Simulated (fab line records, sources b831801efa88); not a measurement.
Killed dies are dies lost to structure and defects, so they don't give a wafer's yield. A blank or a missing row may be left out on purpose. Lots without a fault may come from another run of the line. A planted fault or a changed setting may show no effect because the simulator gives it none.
fab line records | flow sky130
record lots=7 wafers=21 last_day=51
route steps=708 shown METAL4@623
lots that met no fault: from a run of the same line without faults
start_h: hours from the record's first day to the start of the lot's first wafer shown | wait_h: hours since the lot's step before | " the same as in the row above | L1.1+2: a row that stands for several wafers | - no value, or no start given | * or withheld: withheld | < > ~ a bound
route shown NAME@n: a module of which the file shows steps, and the number in the route of the first | usual: mean/standard deviation of fault-free wafers | same: alike in all rows | chamber/n: place in a boat | sites: the reading at each site | _std_site: their standard deviation | _edge_site: outer sites' mean less inner sites' | radius_mm: how far each site lies from the wafer's centre | mask NAME#n: copy n | behind: the tool/chamber that last shaped the wafer | hold: why the lot was held/for how many hours/how that ended | device: the transistor (n, p or np) that didn't switch | end of line: the same wafers' tests at the end of the route | a step without rows: its recipe alone | killed: dies lost to structure and defects at the first sort, not the wafer's yield | map: a wafer's dies, x killed, . not, _ none there
set.NAME: the setting as run; set.NAME@STEP: as run at that earlier step | model.NAME: the simulator's own value behind a step, which no gauge read
lots at some steps of the route; a table a step, a row a wafer
services: from which hour (start_h, from the record's first day; less than 0 if before it) a tool's chamber was out of use, for how many hours, and why
## steps
# step SKY_METAL4_COAT_07
# recipe resist=BARC temp_c=withheld time_s=withheld spin_rpm=3000 resist_thk_nm=60
# step SKY_METAL4_COAT_08
# recipe resist=KrF-thick spin_rpm=3000 resist_thk_nm=1140
# step SKY_METAL4_SOFTBAKE_09
# recipe temp_c=100 time_s=90 resist=KrF-thick
# step SKY_METAL4_EXPOSE_10
# recipe mask_id=MM4 na=0.68 source_shape=annular sigma_inner=0.4 sigma_outer=0.8 target_cd_nm=300 dose_mj=28
# step SKY_METAL4_PEB_11
# recipe peb_temp_c=withheld peb_time_s=withheld resist=KrF-thick
# step SKY_METAL4_DEVELOP_12
# recipe develop_time_s=60 resist=KrF-thick dev_temp_c=21
# step SKY_METAL4_CD_MEAS_13
# recipe target_cd_nm=300
# usual cd_nm=299.4/1.6
# columns lot.wafer tool chamber start_h wait_h cd_nm
L235.2 cd_sem-01 - 1045.51 - 297.9
L235.3 " - " " 297.0
L235.5 " - " " 298.3
L238.1 cd_sem-01 - 1068.14 - 300.7
L238.5 " - " " 298.3
L238.6 " - " " 298.0
L241.2 cd_sem-01 - 1091.59 - 300.9
L241.3 " - " " 302.2
L241.6 " - " " 299.5
L242.2 cd_sem-01 - 1096.49 - 297.7
L242.5 " - " " 298.0
L242.6 " - " " 299.2
L243.2 cd_sem-02 - 1101.95 - 299.0
L243.3 " - " " 297.9
L243.4 " - " " 299.2
L246.3 cd_sem-01 - 1114.97 - 299.6
L246.4 " - " " 298.1
L246.5 " - " " 298.8
L251.3 cd_sem-01 - 1134.88 - 299.1
L251.5 " - " " 298.9
L251.6 " - " " 299.5
# step SKY_METAL4_OVL_MEAS_14
# usual METAL4_OVL=1/6
# columns lot.wafer tool chamber start_h wait_h METAL4_OVL[nm]
L235.2 overlay-02 - 1045.61 0.1 9
L235.3 " - " " 4
L235.5 " - " " 4
L238.1 overlay-02 - 1068.26 0.1 5
L238.5 " - " " 8
L238.6 " - " " -1
L241.2 overlay-02 - 1091.70 0.1 7
L241.3 " - " " 4
L241.6 " - " " 4
L242.2 overlay-02 - 1096.60 0.1 -1
L242.5 " - " " 4
L242.6 " - " " -5
L243.2 overlay-02 - 1102.05 0.1 5
L243.3 " - " " 0
L243.4 " - " " 7
L246.3 overlay-02 - 1115.06 0.1 -2
L246.4 " - " " -8
L246.5 " - " " 8
L251.3 overlay-01 - 1134.97 0.1 -4
L251.5 " - " " -4
L251.6 " - " " -4
# step SKY_METAL4_DESCUM_15
# recipe chemistry=O2 source_power_w=150 bias_power_w=0 pressure_mtorr=10 temp_c=40 time_s=8
# usual drypump_motor_current_A=5.3/0.4 oes_product_au=1.000/0.0073
# columns lot.wafer tool chamber start_h wait_h drypump_motor_current_A oes_product_au rf_hours_counter_h
L235.2 rie_metal-03 1 1045.64 0.0 5.0 0.995 8.9
L235.3 " 1 " " 4.9 1.003 -
L235.5 " 1 " " 4.9 1.011 -
L238.1 rie_metal-03 1 1068.29 0.0 4.9 1.000 10.3
L238.5 " 0 " " 5.3 1.004 -
L238.6 " 1 " " 4.9 1.002 -
L241.2 rie_metal-02 1 1091.73 0.0 6.1 0.995 9.4
L241.3 " 1 " " 6.1 0.986 -
L241.6 " 1 " " 6.1 0.993 -
L242.2 rie_metal-03 1 1096.63 0.0 5.0 0.994 12.8
L242.5 " 0 " " 5.3 1.001 -
L242.6 " 1 " " 4.9 0.997 -
L243.2 rie_metal-03 1 1102.08 0.0 4.9 0.998 13.0
L243.3 " 0 " " 5.3 0.997 -
L243.4 " 1 " " 4.9 0.995 -
L246.3 rie_metal-04 0 1115.09 0.0 5.2 1.000 -
L246.4 " 1 " " 5.8 0.991 -
L246.5 " 0 " " 5.2 1.002 -
L251.3 rie_metal-03 0 1135.00 0.0 5.3 1.011 -
L251.5 " 0 " " 5.3 0.999 -
L251.6 " 1 " " 5.0 0.988 -
# step SKY_METAL4_ETCH_16
# recipe chemistry=N2/H2 target=BARC ion_energy_ev=200 bias_w=100 pressure_mtorr=30 n2_flow_sccm=100 h2_flow_sccm=200 icp_w=500 stop_on=SiO2 time_s=88.2 target_depth_a=600
# usual drypump_motor_current_A=5.3/0.4 h2_flow_sccm=200.1/0.59 oes_product_au=0.625/0.0046 throttle_valve_pct=13.205/0.0093
# columns lot.wafer tool chamber start_h wait_h drypump_motor_current_A h2_flow_sccm oes_product_au rf_hours_counter_h throttle_valve_pct
L235.2 rie_metal-03 1 1045.67 0.0 5.0 199.1 0.618 8.9 13.213
L235.3 " 1 " " 5.0 199.4 0.622 - 13.198
L235.5 " 1 " " 5.0 199.4 0.626 - 13.212
L238.1 rie_metal-03 1 1068.32 0.0 4.9 199.6 0.627 10.3 13.210
L238.5 " 0 " " 5.3 200.6 0.625 - 13.204
L238.6 " 1 " " 5.0 201.3 0.624 - 13.219
L241.2 rie_metal-02 1 1091.76 0.0 6.1 200.4 0.628 9.4 13.200
L241.3 " 1 " " 6.1 200.0 0.621 - 13.201
L241.6 " 1 " " 6.2 199.5 0.622 - 13.203
L242.2 rie_metal-03 1 1096.66 0.0 5.0 200.4 0.622 12.8 13.195
L242.5 " 0 " " 5.3 201.1 0.624 - 13.204
L242.6 " 1 " " 5.0 199.8 0.620 - 13.203
L243.2 rie_metal-03 1 1102.11 0.0 5.0 200.1 0.626 13.0 13.207
L243.3 " 0 " " 5.3 199.6 0.627 - 13.204
L243.4 " 1 " " 5.0 200.8 0.623 - 13.214
L246.3 rie_metal-04 0 1115.15 0.0 5.2 200.5 0.622 - 13.212
L246.4 " 1 " " 5.8 200.2 0.622 - 13.222
L246.5 " 0 " " 5.2 199.8 0.619 - 13.190
L251.3 rie_metal-03 0 1135.06 0.0 5.4 200.5 0.631 - 13.207
L251.5 " 0 " " 5.3 200.5 0.624 - 13.202
L251.6 " 1 " " 4.9 200.5 0.623 - 13.194
# step SKY_METAL4_ETCH_17
# recipe target=SiO2 stop_on=TiN chemistry=C4F8/O2/Ar source_w=1500 bias_w=1200 pressure_mtorr=40 c4f8_flow_sccm=withheld O2_flow_sccm=6 Ar_flow_sccm=300 time_s=3.9 target_depth_a=150
# usual oes_product_au=0.754/0.0073
# columns lot.wafer tool chamber start_h wait_h oes_product_au rf_hours_counter_h
L235.2 rie_diel-02 0 1045.77 0.1 0.751 8
L235.3 " 1 " " 0.759 25
L235.5 " 3 " " 0.761 -
L238.1 rie_diel-02 3 1068.42 0.1 0.767 13
L238.5 " 2 " " 0.754 -
L238.6 " 3 " " 0.760 -
L241.2 rie_diel-03 0 1091.86 0.1 0.767 10
L241.3 " 1 " " 0.745 14
L241.6 " 0 " " 0.760 -
L242.2 rie_diel-04 2 1096.76 0.1 0.754 18
L242.5 " 3 " " 0.755 -
L242.6 " 2 " " 0.752 -
L243.2 rie_diel-03 0 1102.21 0.1 0.756 10
L243.3 " 2 " " 0.758 23
L243.4 " 1 " " 0.764 14
L246.3 rie_diel-04 0 1115.21 0.0 0.768 25
L246.4 " 3 " " 0.745 18
L246.5 " 0 " " 0.769 -
L251.3 rie_diel-03 2 1135.12 0.0 0.752 0
L251.5 " 1 " " 0.764 -
L251.6 " 2 " " 0.754 -
# step SKY_METAL4_METAL_ETCH_18
# recipe target_depth_a=8450 stop_on=SiO2 over_etch_frac=0.3 time_s=183.1 chemistry=Cl2/BCl3 resist_sidewall_deg=88 pressure_mtorr=10 icp_w=900 bias_w=48.5 Cl2_flow_sccm=60 bcl3_flow_sccm=30
# usual drypump_motor_current_A=5.4/0.43 oes_product_au=0.863/0.0056 throttle_valve_pct=22.265/0.0082
# columns lot.wafer tool chamber start_h wait_h drypump_motor_current_A oes_product_au rf_hours_counter_h throttle_valve_pct
L235.2 rie_metal-04 0 1045.79 0.0 5.2 0.863 12 22.257
L235.3 " 0 " " 5.2 0.866 - 22.267
L235.5 " 0 " " 5.2 0.859 - 22.247
L238.1 rie_metal-02 0 1068.44 0.0 5.0 0.859 10 22.273
L238.5 " 0 " " 4.9 0.859 - 22.260
L238.6 " 1 " " 6.1 0.853 - 22.270
L241.2 rie_metal-03 0 1091.88 0.0 5.3 0.859 14 22.268
L241.3 " 0 " " 5.3 0.867 - 22.253
L241.6 " 1 " " 4.9 0.866 - 22.270
L242.2 rie_metal-04 1 1096.78 0.0 5.8 0.862 13 22.266
L242.5 " 0 " " 5.2 0.874 - 22.265
L242.6 " 1 " " 5.8 0.863 - 22.261
L243.2 rie_metal-04 0 1102.23 0.0 5.2 0.858 15 22.274
L243.3 " 0 " " 5.2 0.854 - 22.260
L243.4 " 1 " " 5.8 0.868 - 22.276
L246.3 rie_metal-02 0 1115.29 0.1 4.9 0.862 - 22.253
L246.4 " 1 " " 6.1 0.866 - 22.257
L246.5 " 1 " " 6.1 0.866 - 22.265
L251.3 rie_metal-04 1 1135.20 0.1 5.8 0.867 - 22.260
L251.5 " 0 " " 5.2 0.866 - 22.252
L251.6 " 1 " " 5.8 0.857 - 22.278
# step SKY_METAL4_STRIP_19
# recipe chemistry=O2/N2 power_w=1400 pressure_mtorr=1500 platen_temp_c=withheld o2_flow_sccm=3000 n2_flow_sccm=300 overash_fraction=0.5
# usual chamber_pressure_mTorr=1500/4.2 drypump_motor_current_A=6.1/0.56 oes_product_au=0.502/0.0054 strip_time_to_endpoint_s=6.53/0.071
# columns lot.wafer tool chamber start_h wait_h chamber_pressure_mTorr drypump_motor_current_A oes_product_au rf_hours_counter_h strip_time_to_endpoint_s model.KrF-thick_of_METAL4_COAT_08.thk_nm
L235.2 plasma_asher-01 0 1045.97 0.1 1501 5.1 0.499 93 6.53 0
L235.3 " 0 " " 1501 5.1 0.503 - 6.57 0
L235.5 " 1 " " 1498 5.6 0.500 - 6.44 0
L238.1 plasma_asher-03 0 1068.62 0.1 1501 5.9 0.493 1 6.46 0
L238.5 " 1 " " 1499 6.8 0.504 - 6.48 0
L238.6 " 0 " " 1499 5.9 0.507 - 6.56 0
L241.2 plasma_asher-01 0 1092.06 0.1 - - - - - 509.3
L241.3 " 0 " " - - - - - 506.5
L241.6 " 0 " " - - - - - 518.7
L242.2 plasma_asher-01 0 1096.96 0.1 - - - - - 533.1
L242.5 " 0 " " - - - - - 528.7
L242.6 " 1 " " - - - - - 533.2
L243.2 plasma_asher-04 1 1102.41 0.1 - - - - - 519.4
L243.3 " 1 " " - - - - - 518
L243.4 " 0 " " - - - - - 530.3
L246.3 plasma_asher-04 0 1115.44 0.1 1500 6.5 0.498 - 6.54 0
L246.4 " 1 " " 1501 6.3 0.508 - 6.60 0
L246.5 " 0 " " 1504 6.5 0.513 - 6.65 0
L251.3 plasma_asher-04 1 1135.35 0.1 1500 6.3 0.504 - 6.62 0
L251.5 " 1 " " 1499 6.3 0.504 - 6.48 0
L251.6 " 0 " " 1500 6.5 0.497 - 6.60 0
# step SKY_METAL4_STRIP_20
# recipe chemistry=post_etch_residue_remover time_s=1200 temp_c=72.5
## services
# columns tool chamber start_h hours kind
rie_diel-02 - 1022.43 0.6 repair
plasma_asher-03 - 1055.25 9.0 pm
plasma_asher-03 0 1055.25 9.4 vent_cycle
plasma_asher-03 1 1055.25 9.4 vent_cycle
rie_diel-02 1 1056.50 - clean
rie_diel-02 1 1056.50 23.7 scheduled_down
rie_diel-02 1 1056.50 23.7 vent_cycle
plasma_asher-03 - 1060.51 4.1 repair
rie_metal-03 - 1061.44 1.4 pm
plasma_asher-03 0 1064.25 - clean
plasma_asher-03 1 1064.25 - clean
rie_diel-03 0 1102.90 1.5 repair
rie_diel-03 2 1105.06 - clean
rie_diel-03 2 1105.06 14.4 scheduled_down
rie_diel-03 2 1105.06 14.4 vent_cycle
rie_metal-02 - 1106.79 1.4 pm
## key
first_sign step=SKY_METAL4_STRIP_19 reading=tool_record direction=missing
effect none on later readings
model_effect step=SKY_METAL4_STRIP_19 value=KrF-thick_of_METAL4_COAT_08.thk_nm without=0 struck=521.9
met_at SKY_METAL4_STRIP_19
struck_wafers L241.2,L241.3,L241.6,L242.2,L242.5,L242.6,L243.2,L243.3,L243.4
later_rows_left_out L241.2,L241.3,L241.6,L242.2,L242.5,L242.6,L243.2,L243.3,L243.4
sort_left_out L241.2,L241.3,L241.6,L242.2,L242.5,L242.6,L243.2,L243.3,L243.4
onset_between 1045.97 1092.06
fault kind=skipped_step_whole tool=plasma_asher-01,plasma_asher-04 chamber=- onset_h=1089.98 steps=SKY_METAL4_STRIP_19 scope=struck_lots_only
# sort_left_out: the simulated sort isn't trusted on such a fault, so these wafers' sort isn't shown, and their yield isn't known
# later_rows_left_out: the simulator's readings of these wafers behind a module that went badly wrong aren't trusted and aren't shown, but for the sort
